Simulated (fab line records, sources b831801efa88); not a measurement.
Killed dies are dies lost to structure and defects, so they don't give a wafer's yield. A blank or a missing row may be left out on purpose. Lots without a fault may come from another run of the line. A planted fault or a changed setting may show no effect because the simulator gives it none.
Problem report in the 8D (eight disciplines) form, filled by code | flow sfq_line | the parts of the form that need people (team, actions taken, sign-off) are left out

1. THE PROBLEM
oes_product_au at SFQ_TRILAYER_M2_BARC_OPEN_METAL_ETCH_077 reads a mean of 0.803 a.u. on 2 wafers of 2 lots; wafers without a fault read 0.685 a.u. with a standard deviation of 0.0045. That is +26 standard deviations from the usual mean.
The step: etches BARC in O2, target depth 125 nm, time 41.7 s.
First seen on wafer L944.4, day 33 10:19, on rie_metal-01. The record holds 18 wafers of 6 lots with a number at this step. Rule for "out", or "out of limits": more than 4 standard deviations from the usual mean. The other wafers with a number count as sound.

2. WHAT IT IS AND WHAT IT IS NOT
question                    | is                           | is not
which readings at this step | oes_product_au, run_length_s | drypump_motor_current_A
which lots                  | L944, L946                   | L951, L957, L960, L961
which wafers of those lots  | L944.4, L946.4               | L944.2, L944.6, L946.2, L946.6
read on which tools         | rie_metal-01                 | rie_metal-02, rie_metal-04
when                        | from day 33 10:19            | up to then (2 sound wafers); but 14 sound wafers of L946, L951, L957, L960, L961 came after

3. SUSPECTS, AND WHAT RULES EACH OUT
Counting: a tool at a process step up to the reading stays a suspect if it ran every lot that is out. Sound lots after the first of them don't rule it out here, since some wafers of a struck lot are sound.
- rie_metal-01 at SFQ_TRILAYER_M2_BARC_OPEN_METAL_ETCH_077 (etches BARC in O2, target depth 125 nm, time 41.7 s): kept. It ran every lot that is out, first L944 (day 33 10:19). Its own readings are out on those wafers: oes_product_au, run_length_s.
Left after counting: rie_metal-01 at SFQ_TRILAYER_M2_BARC_OPEN_METAL_ETCH_077.

4. THE CAUSE (what the simulator had put in)
Process parameter drift: rie_metal-01, from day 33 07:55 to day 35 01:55, at SFQ_TRILAYER_M2_BARC_OPEN_METAL_ETCH_077. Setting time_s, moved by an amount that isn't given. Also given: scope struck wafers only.
Counting left only this tool.

5. THE CHAIN OF EFFECTS, in route order
Each row: a reading whose mean over the struck wafers that have a number lies more than 3 standard deviations from the usual. Only readings for which the record gives a usual standard deviation are gone through. hours: the time from each lot's start at the first step in this table that gives one to its start at this step, as a median over the lots. sigmas: the change in usual standard deviations.
hours | step                                     | reading        | usual      | on struck wafers | change | sigmas
0     | SFQ_TRILAYER_M2_BARC_OPEN_METAL_ETCH_077 | oes_product_au | 0.685 a.u. | 0.803            | +0.118 | +26
0     | SFQ_TRILAYER_M2_BARC_OPEN_METAL_ETCH_077 | run_length_s   | 69.9 s     | 62.5             | -7.4   | -18
The process steps in it:
- SFQ_TRILAYER_M2_BARC_OPEN_METAL_ETCH_077: etches BARC in O2, target depth 125 nm, time 41.7 s.

6. WHAT WOULD HAVE CAUGHT IT SOONER
In this record the first reading out of limits was taken at day 33 10:19, 2 hours after the fault began at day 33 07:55.
